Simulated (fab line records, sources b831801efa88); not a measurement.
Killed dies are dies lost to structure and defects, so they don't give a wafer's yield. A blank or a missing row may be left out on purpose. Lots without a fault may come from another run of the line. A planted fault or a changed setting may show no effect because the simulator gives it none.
fab line records | flow sky130
record lots=6 wafers=18 last_day=50
route steps=708 shown SONOS_ONO@186 GATE_OXIDE@187 PAD_OPEN@708
lots that met no fault: from a run of the same line without faults
start_h: hours from the record's first day to the start of the lot's first wafer shown | wait_h: hours since the lot's step before | " the same as in the row above | L1.1+2: a row that stands for several wafers | - no value, or no start given | * or withheld: withheld | < > ~ a bound
route shown NAME@n: a module of which the file shows steps, and the number in the route of the first | usual: mean/standard deviation of fault-free wafers | same: alike in all rows | chamber/n: place in a boat | sites: the reading at each site | _std_site: their standard deviation | _edge_site: outer sites' mean less inner sites' | radius_mm: how far each site lies from the wafer's centre | mask NAME#n: copy n | behind: the tool/chamber that last shaped the wafer | hold: why the lot was held/for how many hours/how that ended | device: the transistor (n, p or np) that didn't switch | end of line: the same wafers' tests at the end of the route | a step without rows: its recipe alone | killed: dies lost to structure and defects at the first sort, not the wafer's yield | map: a wafer's dies, x killed, . not, _ none there
set.NAME: the setting as run; set.NAME@STEP: as run at that earlier step | model.NAME: the simulator's own value behind a step, which no gauge read
lots at some steps of the route; a table a step, a row a wafer
services: from which hour (start_h, from the record's first day; less than 0 if before it) a tool's chamber was out of use, for how many hours, and why
## steps
# step SKY_SONOS_ONO_WET_ETCH_18
# recipe chemistry=H3PO4 target_depth_nm=15 target=Si3N4 temp_c=160 time_s=172
# step SKY_GATE_OXIDE_CLEAN_00
# recipe chemistry=SC1/SC2 mix=1:4:20 temp_c=70 time_s=150 dry=n2_spin
# step SKY_GATE_OXIDE_OXIDATION_01
# recipe temp_c=900 ambient=O2 stabilise_s=600 purge_s=300 target_thk_a=102.68 ox_time_s=1473
# step SKY_GATE_OXIDE_THK_MEAS_02
# recipe reads=SiO2_of_GATE_OXIDE_OXIDATION_01
# usual GATE_OXIDE_OXIDATION_00_THK=10.29/0.18
# columns lot.wafer tool chamber start_h wait_h GATE_OXIDE_OXIDATION_00_THK[nm]
L104.4 film_metro-03 - 297.06 0.0 10.28
L104.5 " - " " 10.00
L104.6 " - " " 10.45
L106.2 film_metro-03 - 307.99 0.0 10.23
L106.3 " - " " 10.06
L106.6 " - " " 10.11
L109.1 film_metro-04 - 331.50 0.0 10.28
L109.4 " - " " 10.17
L109.6 " - " " 10.06
L116.2 film_metro-04 - 389.56 0.0 10.27
L116.4 " - " " 10.44
L116.6 " - " " 10.31
L120.1 film_metro-03 - 418.97 0.0 10.37
L120.3 " - " " 10.25
L120.5 " - " " 10.38
L124.2 film_metro-04 - 449.24 0.0 10.32
L124.4 " - " " 10.43
L124.5 " - " " 10.33
# step SKY_GATE_OXIDE_DEHYDRATE_03
# recipe temp_c=200 time_s=60
# step SKY_GATE_OXIDE_HMDS_04
# recipe prime_time_s=60 prime_temp_c=120
# step SKY_GATE_OXIDE_COAT_05
# recipe resist=NOVOLAK spin_rpm=3053 resist_thk_nm=1140
# step SKY_GATE_OXIDE_SOFTBAKE_06
# recipe temp_c=90 time_s=60 resist=NOVOLAK
# step SKY_GATE_OXIDE_EXPOSE_07
# recipe mask_id=LVOM na=0.6 source_shape=conventional sigma_outer=0.6 polarization=unpolarized target_cd_nm=600 dose_mj=170
# step SKY_GATE_OXIDE_PEB_08
# recipe temp_c=withheld time_s=* resist=NOVOLAK
# step SKY_GATE_OXIDE_DEVELOP_09
# recipe resist=NOVOLAK developer=TMAH develop_time_s=60 dev_temp_c=23
# step SKY_GATE_OXIDE_OVL_MEAS_10
# usual GATE_OXIDE_OVL=-0.5/1.3
# columns lot.wafer tool chamber start_h wait_h GATE_OXIDE_OVL[nm]
L104.4 overlay-01 - 322.53 0.1 -1.5
L104.5 " - " " -0.9
L104.6 " - " " -2.0
L106.2 overlay-02 - 334.27 0.1 1.0
L106.3 " - " " 1.6
L106.6 " - " " -0.6
L109.1 overlay-02 - 358.97 0.1 1.8
L109.4 " - " " 1.8
L109.6 " - " " 1.5
L116.2 overlay-01 - 424.56 0.1 -2.2
L116.4 " - " " -2.5
L116.6 " - " " -3.6
L120.1 overlay-02 - 449.20 0.1 -0.5
L120.3 " - " " -0.6
L120.5 " - " " -0.1
L124.2 overlay-02 - 480.07 0.1 -1.3
L124.4 " - " " -1.6
L124.5 " - " " -1.1
# step SKY_GATE_OXIDE_IMPLANT_11
# recipe species=B energy_kev=10 dose_cm2=2.6e+12 tilt_deg=withheld
# columns lot.wafer tool chamber start_h wait_h
L104.4+5+6 implanter-04 0 322.63 0.1
L106.2+3+6 implanter-04 0 334.33 0.0
L109.1+4+6 implanter-04 0 359.00 0.0
L116.2+4+6 implanter-02 0 424.61 0.0
L116.2+4+6 implanter-02 0 424.93 0.3
L120.1+3+5 implanter-01 0 449.24 0.0
L120.1+3+5 implanter-01 0 449.56 0.3
L124.2+4+5 implanter-04 0 480.13 0.0
# step SKY_GATE_OXIDE_WET_ETCH_12
# recipe chemistry=dHF target_depth_nm=16.8 dry=n2_spin target=SiO2 dilution=100:1 temp_c=25 time_s=336
# step SKY_GATE_OXIDE_STRIP_13
# recipe chemistry=O2/N2 power_w=1400 pressure_mtorr=1500 platen_temp_c=withheld o2_flow_sccm=3000 n2_flow_sccm=300 overash_fraction=0.5
# usual drypump_motor_current_A=5.5/0.47 oes_product_au=0.716/0.0046 strip_time_to_endpoint_s=14.06/0.035
# same overash_fraction=0.5
# columns lot.wafer tool chamber start_h wait_h drypump_motor_current_A oes_product_au rf_hours_counter_h strip_time_to_endpoint_s
L104.4 plasma_asher-04 0 322.96 0.0 5.5 0.717 - 14.06
L104.5 " 1 " " 4.9 0.707 - 14.09
L104.6 " 0 " " 5.5 0.705 - 14.09
L106.2 plasma_asher-04 1 334.55 0.0 5.0 0.716 21 14.07
L106.3 " 1 " " 4.9 0.716 - 14.12
L106.6 " 1 " " 4.9 0.718 - 14.07
L109.1 plasma_asher-04 1 359.25 0.0 4.9 0.709 23 14.09
L109.4 " 1 " " 5.0 0.719 - 14.06
L109.6 " 1 " " 5.0 0.722 - 14.07
L116.2 plasma_asher-01 1 425.32 0.2 6.0 0.718 75 14.08
L116.4 " 0 " " 6.2 0.714 - 14.07
L116.6 " 0 " " 6.2 0.712 - 14.05
L120.1 plasma_asher-03 0 449.82 0.0 5.1 0.716 2 14.08
L120.3 " 1 " " 5.3 0.715 - 14.09
L120.5 " 1 " " 5.3 0.721 - 14.13
L124.2 plasma_asher-01 0 480.35 0.0 6.2 0.713 80 14.07
L124.4 " 0 " " 6.2 0.718 - 14.04
L124.5 " 0 " " 6.2 0.710 - 14.02
# step SKY_GATE_OXIDE_TW_MEAS_14
# usual GATE_OXIDE_TW=223.8/2.2
# columns lot.wafer tool chamber start_h wait_h GATE_OXIDE_TW
L104.4 film_metro-04 - 323.05 0.1 225.1
L104.5 " - " " 224.7
L104.6 " - " " 226.4
L106.2 film_metro-03 - 334.66 0.1 225.1
L106.3 " - " " 226.6
L106.6 " - " " 225.7
L109.1 film_metro-03 - 359.35 0.1 226.2
L109.4 " - " " 226.7
L109.6 " - " " 226.4
L116.2 film_metro-04 - 425.43 0.1 272.9
L116.4 " - " " 273.8
L116.6 " - " " 272.6
L120.1 film_metro-02 - 449.92 0.1 270.4
L120.3 " - " " 271.0
L120.5 " - " " 269.7
L124.2 film_metro-04 - 480.46 0.1 227.2
L124.4 " - " " 226.6
L124.5 " - " " 225.0
# step SKY_GATE_OXIDE_CLEAN_15
# recipe chemistry=SC1/SC2 mix=1:4:20 temp_c=70 time_s=150 dry=n2_spin
# step SKY_PAD_OPEN_PROBE_99
# usual killed_at_M0_to_M3=43/7.1 killed_at_M4_up=3/1.7 killed_at_contacts=25/5.6 killed_at_front_end=16/4.1 killed_at_other=0.2/0.49 killed_dies=87/9.8 killed_open=47/7.6 killed_short=40/6.1
# same gross_dies=492 killed_at_back_side=0
# columns lot.wafer tool chamber start_h wait_h killed_at_M0_to_M3 killed_at_M4_up killed_at_contacts killed_at_front_end killed_at_other killed_dies killed_open killed_short
L109.1 prober-02 - 1111.58 0.1 56 2 19 16 0 93 54 39
L109.4 prober-02 - 1111.73 0.2 48 6 26 11 0 91 42 49
L109.6 prober-02 - 1111.83 0.2 42 3 21 14 0 80 37 43
L124.2 prober-01 - 1190.27 0.1 39 1 32 16 0 88 51 37
L124.4 prober-01 - 1190.37 0.2 49 2 21 20 0 92 52 40
L124.5 prober-01 - 1190.42 0.2 38 2 29 8 1 78 44 34
# killed by level:class
L109.1 VIA1:geometric_particle:open=18 VIA2:geometric_particle:open=9 CONTACT:geometric_particle:short=7 CONTACT:geometric_particle:open=6 VIA3:geometric_particle:open=6 POLY_GATE:geometric_particle:open=5 POLY_GATE:geometric_particle:short=5 VIA2:geometric_particle:short=5
L109.4 VIA1:geometric_particle:open=11 CONTACT:geometric_particle:open=8 LI_CONTACT:geometric_particle:open=6 VIA1:geometric_particle:short=6 METAL2:geometric_particle:short=6 VIA2:geometric_particle:open=6 METAL4:geometric_particle:short=6 METAL3:geometric_particle:short=5
L109.6 VIA1:geometric_particle:open=8 CONTACT:geometric_particle:open=7 VIA3:geometric_particle:open=7 METAL1:geometric_particle:short=6 VIA2:geometric_particle:short=6 POLY_GATE:geometric_particle:short=5 LI_CONTACT:geometric_particle:open=5 CONTACT:geometric_particle:short=5
L124.2 LI_CONTACT:geometric_particle:open=10 CONTACT:geometric_particle:open=9 VIA1:geometric_particle:open=9 FIELD_ISO:geometric_particle:short=6 CONTACT:geometric_particle:short=5 METAL1:geometric_particle:short=5 FIELD_ISO:geometric_particle:open=4 LOCAL_INTERCONNECT:geometric_particle:short=4
L124.4 CONTACT:geometric_particle:open=10 VIA1:geometric_particle:short=9 VIA3:geometric_particle:open=9 VIA1:geometric_particle:open=8 METAL1:geometric_particle:short=7 FIELD_ISO:geometric_particle:open=6 CONTACT:geometric_particle:short=6 FIELD_ISO:geometric_particle:short=4
L124.5 CONTACT:geometric_particle:open=13 VIA1:geometric_particle:open=9 LI_CONTACT:geometric_particle:open=7 VIA1:geometric_particle:short=6 VIA2:geometric_particle:open=6 VIA3:geometric_particle:open=6 CONTACT:geometric_particle:short=5 FIELD_ISO:geometric_particle:short=4
## services
# columns tool chamber start_h hours kind
implanter-01 - 326.87 0.7 repair
implanter-01 - 330.58 2.6 repair
implanter-04 - 378.95 4.4 pm
implanter-04 - 389.67 2.3 repair
plasma_asher-03 - 402.19 4.3 repair
implanter-04 - 411.34 1.2 repair
plasma_asher-03 - 421.25 9.0 pm
plasma_asher-03 0 421.25 9.5 vent_cycle
plasma_asher-03 1 421.25 9.5 vent_cycle
plasma_asher-03 - 428.03 2.7 repair
plasma_asher-03 0 430.25 - clean
plasma_asher-03 1 430.25 - clean
plasma_asher-01 - 472.60 2.8 pm
implanter-01 - 479.39 4.6 pm
## key
first_sign step=SKY_GATE_OXIDE_IMPLANT_11 reading=visit direction=added
effect step=SKY_GATE_OXIDE_TW_MEAS_14 reading=GATE_OXIDE_TW direction=up sigmas=22 usual=223.8 struck=271.8
met_at SKY_GATE_OXIDE_IMPLANT_11
struck_wafers L116.2,L116.4,L116.6,L120.1,L120.3,L120.5
tester_left_out L116,L120
fault kind=repeated_step_whole tool=implanter-01,implanter-02,implanter-04 chamber=- onset_h=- steps=SKY_GATE_OXIDE_IMPLANT_11 times=1 scope=struck_lots_only
# tester_left_out: of these lots the tester's yield and bins aren't shown, on N5 and GAA mostly nor the transistor test; their killed dies are dies lost to structure and defects alone, not to doping, threshold or leakage, so they don't give the yield
